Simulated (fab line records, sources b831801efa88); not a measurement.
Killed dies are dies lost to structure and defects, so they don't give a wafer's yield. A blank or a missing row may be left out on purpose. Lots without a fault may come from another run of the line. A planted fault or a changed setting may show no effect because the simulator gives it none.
Which tool did it? | flow gf180mcu | 12 lots, 36 wafers sampled, at 6 steps of a route of 602

WHAT THE GAUGES READ, wafer by wafer
GF_M1_THK_MEAS_06: measures by xrf.
lot  | measured     | on            | M1_ALCU_THK (nm)
L235 | day 16 03:31 | film_metro-02 | 450 457 453
L236 | day 16 08:43 | film_metro-03 | 461 459 454
L238 | day 17 00:49 | film_metro-02 | 444 449 451
L239 | day 17 15:16 | film_metro-03 | 456 458 460
L240 | day 18 02:25 | film_metro-02 | 465 459 466
L242 | day 18 23:25 | film_metro-03 | 464 461 465
L245 | day 20 03:39 | film_metro-03 | 462 460 458
L246 | day 20 09:32 | film_metro-01 | 454 455 458
L253 | day 22 21:04 | film_metro-01 | 459 455 456
L254 | day 23 02:25 | film_metro-01 | 457 460 461
L256 | day 23 13:27 | film_metro-02 | 451 454 453
L257 | day 23 20:01 | film_metro-01 | 465 468 461

GF_V1_RS_MEAS_24: measures by four-point-probe.
lot  | measured     | on            | V1_W_RS (ohm/sq)
L235 | day 18 03:18 | film_metro-02 | 0.326 0.333 0.323
L236 | day 18 09:12 | film_metro-01 | 0.328 0.321 0.326
L238 | day 19 03:18 | film_metro-04 | 0.326 0.323 0.328
L239 | day 19 17:37 | film_metro-02 | 0.331 0.328 0.332
L240 | day 20 06:03 | film_metro-02 | 0.333 0.330 0.327
L242 | day 21 01:28 | film_metro-04 | 0.333 0.335 0.336
L245 | day 22 05:07 | film_metro-04 | 0.325 0.326 0.322
L246 | day 22 11:47 | film_metro-02 | 0.321 0.332 0.330
L253 | day 24 19:59 | film_metro-04 | 0.333 0.333 0.325
L254 | day 25 01:32 | film_metro-04 | 0.331 0.329 0.336
L256 | day 25 11:14 | film_metro-04 | 0.326 0.324 0.323
L257 | day 25 17:47 | film_metro-02 | 0.328 0.328 0.328

GF_M2_RS_MEAS_05: measures by four-point-probe.
lot  | measured     | on            | M2_ALCU_RS (ohm/sq)
L235 | day 18 04:00 | film_metro-02 | 0.0714 0.0715 0.0717
L236 | day 18 09:54 | film_metro-03 | 0.0695 0.0695 0.0692
L238 | day 19 04:00 | film_metro-03 | 0.0704 0.0710 0.0701
L239 | day 19 18:19 | film_metro-04 | 0.0704 0.0706 0.0695
L240 | day 20 06:45 | film_metro-02 | 0.0693 0.0682 0.0686
L242 | day 21 02:10 | film_metro-04 | 0.0692 0.0685 0.0691
L245 | day 22 05:49 | film_metro-03 | 0.0706 0.0696 0.0698
L246 | day 22 12:29 | film_metro-03 | 0.0691 0.0700 0.0701
L253 | day 24 20:41 | film_metro-04 | 0.0700 0.0706 0.0869
L254 | day 25 02:14 | film_metro-04 | 0.0683 0.0850 0.0689
L256 | day 25 11:57 | film_metro-04 | 0.0696 0.0704 0.0700
L257 | day 25 18:29 | film_metro-03 | 0.0706 0.0706 0.0709

GF_M2_THK_MEAS_06: measures by xrf.
lot  | measured     | on            | M2_ALCU_THK (nm)
L235 | day 18 04:07 | film_metro-02 | 446 443 442
L236 | day 18 10:01 | film_metro-03 | 465 463 462
L238 | day 19 04:07 | film_metro-03 | 454 453 456
L239 | day 19 18:25 | film_metro-04 | 452 446 458
L240 | day 20 06:52 | film_metro-02 | 455 464 460
L242 | day 21 02:17 | film_metro-04 | 459 466 464
L245 | day 22 05:56 | film_metro-03 | 455 461 461
L246 | day 22 12:37 | film_metro-03 | 465 459 460
L253 | day 24 20:47 | film_metro-04 | 451 450 367
L254 | day 25 02:20 | film_metro-04 | 467 376 463
L256 | day 25 12:04 | film_metro-04 | 458 454 454
L257 | day 25 18:36 | film_metro-03 | 457 458 454

GF_V2_THK_MEAS_03.
lot  | measured     | on            | V2_CVD_02_THK (nm)
L235 | day 19 04:32 | film_metro-03 | 842 841 845
L236 | day 19 11:49 | film_metro-04 | 826 836 843
L238 | day 20 05:35 | film_metro-04 | 840 841 867
L239 | day 20 18:30 | film_metro-03 | 847 850 853
L240 | day 21 07:28 | film_metro-01 | 843 840 861
L242 | day 22 03:06 | film_metro-03 | 838 827 847
L245 | day 23 05:24 | film_metro-01 | 835 836 848
L246 | day 23 12:56 | film_metro-03 | 837 837 842
L253 | day 25 18:56 | film_metro-03 | 857 851 864
L254 | day 26 00:07 | film_metro-03 | 844 850 871
L256 | day 26 09:44 | film_metro-03 | 830 849 857
L257 | day 26 16:52 | film_metro-04 | 846 873 853

WHICH TOOL RAN EACH LOT (tool, then ch and the chambers of the sampled wafers, then the start)
lot  | GF_M2_SPUTTER_02
L235 | pvd_sputter-02, day 18 03:55
L236 | pvd_sputter-01, day 18 09:49
L238 | pvd_sputter-02, day 19 03:55
L239 | pvd_sputter-03, day 19 18:12
L240 | pvd_sputter-01, day 20 06:40
L242 | pvd_sputter-03, day 21 02:04
L245 | pvd_sputter-03, day 22 05:43
L246 | pvd_sputter-01, day 22 12:24
L253 | pvd_sputter-02, day 24 20:34
L254 | pvd_sputter-02, day 25 02:07
L256 | pvd_sputter-03, day 25 11:52
L257 | pvd_sputter-03, day 25 18:23
- GF_M2_SPUTTER_02: material AlCu, target thk 450 nm, time 23.9 s.

WHAT THE TOOLS THEMSELVES READ (means of the sampled wafers that have a number; where no wafer has one, the mark that the record gives instead)
GF_M2_SPUTTER_02.
lot  | tool           | throttle_valve_pct (%)
L235 | pvd_sputter-02 | 30.1
L236 | pvd_sputter-01 | 29.3
L238 | pvd_sputter-02 | 30.1
L239 | pvd_sputter-03 | 29.4
L240 | pvd_sputter-01 | 29.8
L242 | pvd_sputter-03 | 30.1
L245 | pvd_sputter-03 | 29.6
L246 | pvd_sputter-01 | 29.2
L253 | pvd_sputter-02 | 29.5
L254 | pvd_sputter-02 | 29.4
L256 | pvd_sputter-03 | 29.8
L257 | pvd_sputter-03 | 29.5

THE ANSWER, worked out from the rows above alone
Rule: what is usual is taken from the lots themselves. Put in order of their means at a reading, lots are off if they are a third of the lots or fewer, leave a main group of 4 or more, and stand apart from it by a gap of 3 or more times the standard deviation of the main group's means; of several such gaps the widest counts. A main group whose means are all the same, to the digits that the tables above print for the reading, isn't used. A lot without any number at a reading at which 4 lots or more have one is off too. The other lots that the step has rows for count as sound. The gauges are gone through in route order, then the tools' own readings, and for those a lot's mean is taken as printed above. The first step at which some lot is off is used, and at that step the reading that is off furthest; a lot without a number counts as furthest.
Off: L253, L254, at GF_M2_RS_MEAS_05 (M2_ALCU_RS). The main group: mean 0.0700 ohm/sq, standard deviation 0.0008.
A tool fits if, at a process step before that reading, it ran every lot that is off, and no sound lot after the first of them. The gauges at GF_M2_RS_MEAS_05 are tried like those tools. One fits: pvd_sputter-02 at GF_M2_SPUTTER_02. Its last sound lot is L238 (day 19 03:55), its first lot that is off L253 (day 24 20:34): a fault that began between those two fits.

WHAT THE SIMULATOR HAD PUT IN
Process parameter drift: pvd_sputter-02, from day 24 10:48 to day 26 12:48, at GF_M2_SPUTTER_02. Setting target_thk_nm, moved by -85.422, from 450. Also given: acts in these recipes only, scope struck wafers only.
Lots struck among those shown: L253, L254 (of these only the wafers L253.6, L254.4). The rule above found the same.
